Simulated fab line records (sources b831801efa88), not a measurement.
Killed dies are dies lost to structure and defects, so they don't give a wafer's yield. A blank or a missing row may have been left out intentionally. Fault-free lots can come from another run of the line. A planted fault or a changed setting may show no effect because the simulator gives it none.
The tool behind it: which one?    flow sky130    12 lots, 36 wafers sampled, at 4 steps of a route of 708

## WHAT EACH GAUGE READ, for each wafer
SKY_POLY_GATE_CD_MEAS_22.
lot   measured      on         cd nm (nm)
L075  day 16 11:21  cd sem-02  153.5 152.0 148.3
L077  day 17 08:56  cd sem-01  146.8 144.5 149.8
L079  day 18 06:26  cd sem-01  147.6 145.2 144.5
L081  day 19 00:56  cd sem-01  149.8 149.8 145.5
L083  day 19 21:17  cd sem-01  149.8 151.2 151.2
L085  day 20 09:50  cd sem-02  148.0 148.0 147.2
L087  day 21 05:16  cd sem-01  147.4 149.8 149.6
L089  day 21 22:28  cd sem-01  153.8 152.8 152.3
L091  day 22 23:43  cd sem-01  149.8 151.6 149.7
L093  day 23 16:27  cd sem-01  152.7 148.8 148.9
L094  day 24 03:10  cd sem-01  152.4 149.8 153.7
L097  day 24 21:17  cd sem-01  149.7 148.9 148.6

## WHAT TOOL EACH LOT RAN ON (gives the tool, then ch and the chambers of the sampled wafers, and finally the start)
lot   SKY_NWELL_RTA_28                  SKY_SONOS_ONO_STRIP_17                SKY_POLY_GATE_ETCH_17
L075  rtp anneal-01 ch 0, day 5 11:08   plasma asher-01 ch 0,1, day 12 16:41  rie si-01 ch 0,1,2, day 16 09:50
L077  rtp anneal-02 ch 0, day 6 01:39   plasma asher-03 ch 0,1, day 13 11:40  rie si-01 ch 0,3, day 17 06:26
L079  rtp anneal-01 ch 0, day 6 13:08   plasma asher-03 ch 0,1, day 14 06:25  rie si-01 ch 1,3, day 18 04:50
L081  rtp anneal-02 ch 0, day 7 01:20   plasma asher-01 ch 0,1, day 15 02:58  rie si-01 ch 0,2,3, day 18 22:58
L083  rtp anneal-01 ch 0, day 7 14:15   plasma asher-01 ch 0,1, day 15 19:07  rie si-01 ch 1,2, day 19 19:46
L085  rtp anneal-02 ch 0, day 8 00:44   plasma asher-02 ch 0,1, day 16 04:44  rie si-01 ch 1,2,3, day 20 07:04
L087  rtp anneal-01 ch 0, day 8 13:07   plasma asher-02 ch 0,1, day 17 00:07  rie si-02 ch 0,2,3, day 21 03:44
L089  rtp anneal-02 ch 0, day 9 01:06   plasma asher-02 ch 0,1, day 17 16:40  rie si-02 ch 0,1,3, day 21 20:56
L091  rtp anneal-02 ch 0, day 9 20:40   plasma asher-02 ch 0,1, day 18 19:00  rie si-02 ch 0,3, day 22 22:08
L093  rtp anneal-02 ch 0, day 10 10:11  plasma asher-03 ch 0,1, day 19 11:45  rie si-02 ch 0,1,2, day 23 14:37
L094  rtp anneal-02 ch 0, day 10 15:53  plasma asher-03 ch 0,1, day 19 22:28  rie si-02 ch 0,1,3, day 24 01:01
L097  rtp anneal-01 ch 0, day 11 08:56  plasma asher-01 ch 1, day 20 17:46    rie si-02 ch 0,1,2, day 24 19:46
- SKY_NWELL_RTA_28: time 30 s.
- SKY_SONOS_ONO_STRIP_17: strips in O2/N2.
- SKY_POLY_GATE_ETCH_17: etches poly-Si in HBr/Cl2, stops on SiO2, target depth 180 nm, time 70.5 s.

## THE ANSWER, worked out from the rows above alone
Rule: the usual values come from the lots themselves. Put in order of their means at a reading, lots are off if they are a third of the lots or fewer, leave a main group of 4 or more, and stand apart from it by a gap of 3 or more times the standard deviation of the main group's means; of several such gaps the widest counts. A main group is skipped when, at the precision printed for the reading in the tables above, its means are all equal. A lot without any number at a reading at which 4 lots or more have one is off too. Where the step has rows for the other lots, those lots are counted as sound.
Across all readings shown, no lot is off: no conclusion can be drawn from this.

## WHAT WAS PUT IN BY THE SIMULATOR
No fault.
